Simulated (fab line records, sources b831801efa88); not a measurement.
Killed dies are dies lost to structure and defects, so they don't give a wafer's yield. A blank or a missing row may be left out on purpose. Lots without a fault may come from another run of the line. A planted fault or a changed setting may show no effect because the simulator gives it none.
Which tool did it? | flow sky130 | 7 lots, 21 wafers sampled, at 3 steps of a route of 708

WHAT THE GAUGES READ, wafer by wafer
SKY_LOCAL_INTERCONNECT_RS_MEAS_01: measures by four-point-probe.
lot  | measured     | on            | LOCAL_INTERCONNECT_TIN_RS (ohm/sq)
L968 | day 29 16:49 | film_metro-02 | 14.09 14.00 14.04
L970 | day 30 03:16 | film_metro-04 | 14.14 14.14 14.23
L972 | day 31 01:25 | film_metro-04 | 14.28 14.18 14.08
L978 | day 33 13:26 | film_metro-04 | 12.01 11.96 12.04
L984 | day 34 20:25 | film_metro-01 | 13.83 13.82 13.64
L988 | day 36 01:56 | film_metro-01 | 13.95 14.14 13.95
L990 | day 36 11:16 | film_metro-01 | 14.08 14.14 14.07

WHICH TOOL RAN EACH LOT (tool, then ch and the chambers of the sampled wafers, then the start)
lot  | SKY_RES_XHIGH_STRIP_08               | SKY_LOCAL_INTERCONNECT_SPUTTER_00
L968 | plasma_asher-04 ch 1, day 27 05:27   | pvd_sputter-03, day 29 16:43
L970 | plasma_asher-04 ch 0,1, day 27 16:39 | pvd_sputter-03, day 30 03:13
L972 | plasma_asher-01 ch 0,1, day 28 14:19 | pvd_sputter-04, day 31 01:22
L978 | plasma_asher-03 ch 0,1, day 31 04:36 | pvd_sputter-03, day 33 13:22
L984 | plasma_asher-03 ch 0,1, day 32 12:09 | pvd_sputter-01, day 34 20:20
L988 | plasma_asher-03 ch 0,1, day 33 18:59 | pvd_sputter-01, day 36 01:50
L990 | plasma_asher-04 ch 0,1, day 34 04:07 | pvd_sputter-01, day 36 11:11
- SKY_RES_XHIGH_STRIP_08: strips in O2/N2.
- SKY_LOCAL_INTERCONNECT_SPUTTER_00: material TiN, target thk 100 nm, time 83.3 s.

THE ANSWER, worked out from the rows above alone
Rule: what is usual is taken from the lots themselves. Put in order of their means at a reading, lots are off if they are a third of the lots or fewer, leave a main group of 4 or more, and stand apart from it by a gap of 3 or more times the standard deviation of the main group's means; of several such gaps the widest counts. A main group whose means are all the same, to the digits that the tables above print for the reading, isn't used. A lot without any number at a reading at which 4 lots or more have one is off too. The other lots that the step has rows for count as sound.
Off: L978, at SKY_LOCAL_INTERCONNECT_RS_MEAS_01 (LOCAL_INTERCONNECT_TIN_RS). The main group: mean 14.04 ohm/sq, standard deviation 0.14.
A tool fits if, at a process step before that reading, it ran every lot that is off, and no sound lot after the first of them. The gauges at SKY_LOCAL_INTERCONNECT_RS_MEAS_01 are tried like those tools. Can't be told from this: 2 tools fit, pvd_sputter-03 at SKY_LOCAL_INTERCONNECT_SPUTTER_00, film_metro-04 at SKY_LOCAL_INTERCONNECT_RS_MEAS_01.

WHAT THE SIMULATOR HAD PUT IN
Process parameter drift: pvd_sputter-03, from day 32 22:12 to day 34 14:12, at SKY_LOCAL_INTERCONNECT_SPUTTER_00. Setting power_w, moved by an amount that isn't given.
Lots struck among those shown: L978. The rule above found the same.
